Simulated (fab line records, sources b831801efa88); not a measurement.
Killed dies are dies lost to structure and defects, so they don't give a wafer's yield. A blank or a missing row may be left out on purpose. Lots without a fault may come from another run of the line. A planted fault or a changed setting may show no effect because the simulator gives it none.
Which tool did it? | flow gf180mcu | 12 lots, 36 wafers sampled, at 5 steps of a route of 602

WHAT THE GAUGES READ, wafer by wafer
GF_STI_THK_MEAS_04.
lot  | measured    | on            | STI_CVD_03_THK (nm)
L523 | day 1 15:28 | film_metro-01 | 206.0 205.1 204.7
L524 | day 1 19:44 | film_metro-03 | 207.2 208.9 204.9
L525 | day 2 00:20 | film_metro-02 | 208.1 209.5 208.1
L526 | day 2 04:41 | film_metro-03 | 195.1 194.2 196.9
L527 | day 2 10:33 | film_metro-01 | 196.1 196.3 193.9
L528 | day 2 15:07 | film_metro-01 | 206.2 206.9 205.0
L537 | day 4 12:35 | film_metro-03 | 206.2 204.1 204.2
L538 | day 4 16:59 | film_metro-02 | 210.1 209.9 210.7
L541 | day 5 07:56 | film_metro-03 | 205.8 206.1 205.2
L542 | day 5 12:35 | film_metro-01 | 208.8 207.5 209.1
L543 | day 5 17:34 | film_metro-03 | 207.2 205.7 207.6
L545 | day 6 03:46 | film_metro-03 | 205.9 205.6 206.8

GF_VT_IMPLANT_OVL_MEAS_07.
lot  | measured     | on         | VT_IMPLANT_OVL (nm)
L523 | day 5 17:35  | overlay-02 | 1.0 -0.6 0.4
L524 | day 5 23:02  | overlay-02 | 0.0 -0.6 0.9
L525 | day 6 04:03  | overlay-02 | -1.1 -1.8 -3.1
L526 | day 6 11:02  | overlay-01 | -1.1 0.3 -1.4
L527 | day 6 21:32  | overlay-01 | -0.9 0.2 0.9
L528 | day 7 06:56  | overlay-02 | -0.4 -2.3 -1.0
L537 | day 9 08:26  | overlay-02 | -2.7 -0.2 -1.4
L538 | day 9 13:26  | overlay-01 | -1.6 1.3 -0.7
L541 | day 10 08:04 | overlay-01 | -0.2 0.0 0.2
L542 | day 10 14:53 | overlay-01 | -0.2 0.7 -0.4
L543 | day 10 19:01 | overlay-01 | -1.0 0.0 -0.3
L545 | day 11 08:41 | overlay-02 | 1.1 1.3 2.3

WHICH TOOL RAN EACH LOT (tool, then ch and the chambers of the sampled wafers, then the start)
lot  | GF_STI_CVD_03              | GF_STI_ETCH_13                    | GF_STI_CMP_25
L523 | lpcvd-01 ch 0, day 1 12:29 | rie_diel-01 ch 1,2,3, day 2 03:42 | cmp-02 ch 0,1,3, day 2 05:40
L524 | lpcvd-01 ch 1, day 1 17:44 | rie_diel-02 ch 0,1,2, day 2 07:18 | cmp-01 ch 0,1,3, day 2 09:20
L525 | lpcvd-01 ch 0, day 1 22:20 | rie_diel-03 ch 0,2,3, day 2 12:31 | cmp-01 ch 0,2,3, day 2 14:41
L526 | lpcvd-01 ch 0, day 2 02:42 | rie_diel-03 ch 0,2,3, day 2 16:35 | cmp-02 ch 0,1,3, day 2 18:50
L527 | lpcvd-01 ch 1, day 2 07:34 | rie_diel-02 ch 1,2,3, day 2 23:08 | cmp-02 ch 1,3, day 3 02:31
L528 | lpcvd-02 ch 0, day 2 13:07 | rie_diel-02 ch 0,2, day 3 03:56   | cmp-01 ch 0,1,3, day 3 08:17
L537 | lpcvd-02 ch 1, day 4 09:34 | rie_diel-03 ch 0,3, day 5 03:15   | cmp-02 ch 0,2,3, day 5 05:20
L538 | lpcvd-02 ch 0, day 4 14:58 | rie_diel-01 ch 0,2,3, day 5 07:05 | cmp-02 ch 0,1, day 5 09:02
L541 | lpcvd-02 ch 1, day 5 05:57 | rie_diel-02 ch 2,3, day 5 22:34   | cmp-02 ch 2,3, day 6 00:32
L542 | lpcvd-01 ch 0, day 5 10:34 | rie_diel-02 ch 1,2, day 6 03:56   | cmp-01 ch 0,1,3, day 6 06:01
L543 | lpcvd-01 ch 0, day 5 15:34 | rie_diel-02 ch 1,2, day 6 08:32   | cmp-02 ch 0,2,3, day 6 11:05
L545 | lpcvd-02 ch 0, day 6 01:45 | rie_diel-01 ch 0,1,3, day 6 19:29 | cmp-01 ch 0,1, day 6 21:25
- GF_STI_CVD_03: deposits Si3N4 from DCS/NH3, target thk 207.16 nm, time 3551 s.
- GF_STI_ETCH_13: etches the open film in CHF3/O2, stops on Si, target depth 282.31 nm, time 112.9 s.
- GF_STI_CMP_25: polishes, stops on Si3N4, t overpolish 33 s, target thk 524.6 nm.

WHAT THE TOOLS THEMSELVES READ (means of the sampled wafers that have a number; where no wafer has one, the mark that the record gives instead)
GF_STI_CVD_03.
lot  | tool     | pressure_mtorr (mTorr) | spike_tc_bottom_C (C)
L523 | lpcvd-01 | 250.4                  | 794
L524 | lpcvd-01 | 250.1                  | 790
L525 | lpcvd-01 | 250.7                  | 794
L526 | lpcvd-01 | 200.0                  | 792
L527 | lpcvd-01 | 200.0                  | 789
L528 | lpcvd-02 | 249.5                  | 784
L537 | lpcvd-02 | 249.9                  | 792
L538 | lpcvd-02 | 249.7                  | 785
L541 | lpcvd-02 | 250.1                  | 792
L542 | lpcvd-01 | 249.5                  | 793
L543 | lpcvd-01 | 250.5                  | 793
L545 | lpcvd-02 | 249.0                  | 783

GF_STI_ETCH_13.
lot  | tool        | drypump_motor_current_A (A) | oes_product_au (a.u.) | throttle_valve_pct (%)
L523 | rie_diel-01 | 5.3                         | 0.826                 | 8.813
L524 | rie_diel-02 | 5.7                         | 0.832                 | 8.806
L525 | rie_diel-03 | 5.8                         | 0.838                 | 8.805
L526 | rie_diel-03 | 5.8                         | 0.805                 | 8.812
L527 | rie_diel-02 | 5.7                         | 0.805                 | 8.799
L528 | rie_diel-02 | 5.8                         | 0.830                 | 8.812
L537 | rie_diel-03 | 5.7                         | 0.830                 | 8.804
L538 | rie_diel-01 | 5.0                         | 0.840                 | 8.811
L541 | rie_diel-02 | 5.8                         | 0.832                 | 8.813
L542 | rie_diel-02 | 5.7                         | 0.832                 | 8.816
L543 | rie_diel-02 | 5.7                         | 0.833                 | 8.815
L545 | rie_diel-01 | 5.4                         | 0.833                 | 8.803

GF_STI_CMP_25.
lot  | tool   | motor_current_A (A) | slurry_filter_dp_kPa (kPa) | slurry_flow_ml_min
L523 | cmp-02 | 11.4                | 13.52                      | 150.1
L524 | cmp-01 | 12.2                | 13.67                      | 149.9
L525 | cmp-01 | 11.9                | 13.49                      | 150.8
L526 | cmp-02 | 10.9                | 13.54                      | 150.1
L527 | cmp-02 | 11.3                | 13.56                      | 150.0
L528 | cmp-01 | 12.3                | 13.57                      | 150.2
L537 | cmp-02 | 10.8                | 13.49                      | 150.2
L538 | cmp-02 | 10.6                | 13.41                      | 149.8
L541 | cmp-02 | 10.7                | 13.55                      | 150.2
L542 | cmp-01 | 12.4                | 13.55                      | 149.2
L543 | cmp-02 | 10.6                | 13.41                      | 150.4
L545 | cmp-01 | 12.5                | 13.56                      | 149.3

THE ANSWER, worked out from the rows above alone
Rule: what is usual is taken from the lots themselves. Put in order of their means at a reading, lots are off if they are a third of the lots or fewer, leave a main group of 4 or more, and stand apart from it by a gap of 3 or more times the standard deviation of the main group's means; of several such gaps the widest counts. A main group whose means are all the same, to the digits that the tables above print for the reading, isn't used. A lot without any number at a reading at which 4 lots or more have one is off too. The other lots that the step has rows for count as sound. The gauges are gone through in route order, then the tools' own readings, and for those a lot's mean is taken as printed above. The first step at which some lot is off is used, and at that step the reading that is off furthest; a lot without a number counts as furthest.
Off: L526, L527, at GF_STI_THK_MEAS_04 (STI_CVD_03_THK). The main group: mean 206.9 nm, standard deviation 1.6.
A tool fits if, at a process step before that reading, it ran every lot that is off, and no sound lot after the first of them. The gauges at GF_STI_THK_MEAS_04 aren't tried: what is off there is off at GF_STI_CVD_03 too, on other tools, and a gauge's error can't cause that. None of those tried fits.

WHAT THE SIMULATOR HAD PUT IN
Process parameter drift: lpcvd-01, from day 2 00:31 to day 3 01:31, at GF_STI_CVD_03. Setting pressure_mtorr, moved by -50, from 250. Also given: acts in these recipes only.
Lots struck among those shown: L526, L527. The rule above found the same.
